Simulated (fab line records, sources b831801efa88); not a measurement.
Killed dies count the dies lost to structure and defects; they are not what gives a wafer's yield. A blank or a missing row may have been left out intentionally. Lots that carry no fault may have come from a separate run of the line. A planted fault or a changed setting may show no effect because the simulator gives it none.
One fault through the eyes of 2 desks :: flow sky130 :: what lay behind the numbers comes last; until then each desk has only its own

== METROLOGY DESK ==
What the gauges read for every lot (on any tool): the sampled wafers with a number, averaged. If a lot's mean is further than 4 standard deviations from the usual mean, the lot is out of limits and carries the mark OUT (the distance appears in the brackets).
Columns: A = NWELL_00_OVL at SKY_NWELL_OVL_MEAS_10, usual -1.0 nm; B = NWELL_2_TW at SKY_NWELL_TW_MEAS_26, usual 502; C = LDD_HVN_OVL at SKY_LDD_HVN_OVL_MEAS_07, usual -0.6 nm; D = LDD_HVP_OVL at SKY_LDD_HVP_OVL_MEAS_07, usual 0.4 nm
lot: L869
first seen here: day 4 14:14
A: -1.6
B: 498
C: -1.2
D: 0.4

lot: L871
first seen here: day 4 22:20
A: 1.0
B: 507
C: -0.9
D: -0.1

lot: L872
first seen here: day 5 05:08
A: -0.8
B: 500
C: -0.8
D: 0.6

lot: L874
first seen here: day 5 16:51
A: -1.1
B: 498
C: 0.5
D: 0.1

lot: L883
first seen here: day 8 01:51
A: -2.3
B: 509
C: -2.6
D: 1.1

lot: L884
first seen here: day 8 04:20
A: -0.2
B: 496
C: 0.3
D: 0.6

lot: L881
first seen here: day 8 07:24
A: -
B: 1845 (+99 or more) OUT
C: -0.3
D: -0.4

lot: L885
first seen here: day 8 11:56
A: -2.7
B: 507
C: -2.1
D: 0.7

lot: L882
first seen here: day 8 15:24
A: -
B: 1832 (+99 or more) OUT
C: -2.4
D: -1.6

lot: L886
first seen here: day 8 15:58
A: 1.3
B: 509
C: 0.3
D: 0.7

lot: L887
first seen here: day 8 21:41
A: -1.5
B: 500
C: -1.0
D: 0.8

lot: L889
first seen here: day 9 10:59
A: -1.3
B: 498
C: -0.4
D: 2.1

lot: L890
first seen here: day 9 16:38
A: -2.2
B: 498
C: -0.0
D: 1.5

lot: L891
first seen here: day 10 05:14
A: -1.9
B: 512
C: 0.7
D: -0.3
This desk reports L881, L882 out of limits; the earliest was L881 at day 8 07:24 (NWELL_2_TW at SKY_NWELL_TW_MEAS_26). In limits: L869, L871, L872, L874, L883, L884, L885, L886, L887, L889, L890, L891.

== FOR THE TOOL OWNER'S DESK: litho track-01 ==
The tool's own readings at SKY_NWELL_COAT_05 (resist thk 3000 nm): means of the sampled wafers that have a number, for each lot that ran on this tool. If a lot's mean is further than 4 standard deviations from the usual mean, the lot is out of limits and carries the mark OUT (the distance appears in the brackets).
Columns: A = chill plate temp C at SKY_NWELL_COAT_05, usual 22.99 C; B = dispense pressure kPa at SKY_NWELL_COAT_05, usual 51 kPa
lot: L871
first seen here: day 4 13:13
A: 22.95
B: 49

lot: L884
first seen here: day 7 17:54
A: 23.16
B: 49

lot: L886
first seen here: day 8 05:13
A: 22.86
B: 49

lot: L889
first seen here: day 8 23:55
A: 22.94
B: 49
Result from this desk: across the 4 lots, nothing is out of limits.

== TAKEN TOGETHER ==
Metrology desk: alarm possible at day 8 07:24 on L881, L882.
The tool owner's desk saw nothing out of limits.
The tool owner's desk has no number on record for L881, L882.
Of the lots named, all ran SKY_NWELL_COAT_05 on litho track-01.

== WHAT WAS PUT IN BY THE SIMULATOR ==
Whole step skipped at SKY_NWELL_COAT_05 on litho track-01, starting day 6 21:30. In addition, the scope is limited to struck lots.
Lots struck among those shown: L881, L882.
Time in hours between the start of the fault and the first out-of-limits reading at each desk: metrology desk, 34.
